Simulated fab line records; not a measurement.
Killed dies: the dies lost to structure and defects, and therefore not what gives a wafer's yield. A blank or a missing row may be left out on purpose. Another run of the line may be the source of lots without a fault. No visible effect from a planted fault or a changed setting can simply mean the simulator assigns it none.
The tool behind it: which one? || flow sky130 || 6 lots, 18 wafers sampled, at 2 steps of a route of 708

== WHAT THE GAUGES SHOWED, per wafer ==
SKY_VIA4_THK_MEAS_20: measures by xrf.
{"lot": "L843", "measured": "day 43 02:15", "on": "filmMetro-03", "VIA4_W_THK (nm)": "510 499 507"}
{"lot": "L844", "measured": "day 43 14:52", "on": "filmMetro-02", "VIA4_W_THK (nm)": "515 510 512"}
{"lot": "L853", "measured": "day 45 17:20", "on": "filmMetro-03", "VIA4_W_THK (nm)": "506 506 503"}
{"lot": "L856", "measured": "day 46 15:01", "on": "filmMetro-02", "VIA4_W_THK (nm)": "514 516 510"}
{"lot": "L861", "measured": "day 47 16:38", "on": "filmMetro-01", "VIA4_W_THK (nm)": "510 513 514"}
{"lot": "L865", "measured": "day 48 13:12", "on": "filmMetro-02", "VIA4_W_THK (nm)": "511 506 507"}

== EACH LOT AND THE TOOL THAT RAN IT (in order: tool; ch and the chambers of the sampled wafers; start) ==
{"lot": "L843", "SKY_CAPM_STRIP_14": "plasmaAsher-03 ch 0,1, day 37 16:08"}
{"lot": "L844", "SKY_CAPM_STRIP_14": "plasmaAsher-02 ch 0,1, day 38 08:35"}
{"lot": "L853", "SKY_CAPM_STRIP_14": "plasmaAsher-02 ch 0,1, day 40 15:46"}
{"lot": "L856", "SKY_CAPM_STRIP_14": "plasmaAsher-04 ch 0,1, day 41 17:08"}
{"lot": "L861", "SKY_CAPM_STRIP_14": "plasmaAsher-04 ch 0,1, day 42 23:14"}
{"lot": "L865", "SKY_CAPM_STRIP_14": "plasmaAsher-04 ch 0, day 43 21:11"}
- SKY_CAPM_STRIP_14: strips in O2/N2.

== THE ANSWER, worked out from the rows above alone ==
Rule: usual is defined by the lots themselves. Put in order of their means at a reading, lots are off if they are a third of the lots or fewer, leave a main group of 4 or more, and stand apart from it by a gap of 3 or more times the standard deviation of the main group's means; of several such gaps the widest counts. If all means in a main group match to the digits the tables above print for the reading, that group is not used. A lot without any number at a reading at which 4 lots or more have one is off too. The other lots that the step has rows for count as sound.
None of the lots is off at any reading shown; this tells nothing.

== WHAT THE SIMULATOR HAD INSERTED ==
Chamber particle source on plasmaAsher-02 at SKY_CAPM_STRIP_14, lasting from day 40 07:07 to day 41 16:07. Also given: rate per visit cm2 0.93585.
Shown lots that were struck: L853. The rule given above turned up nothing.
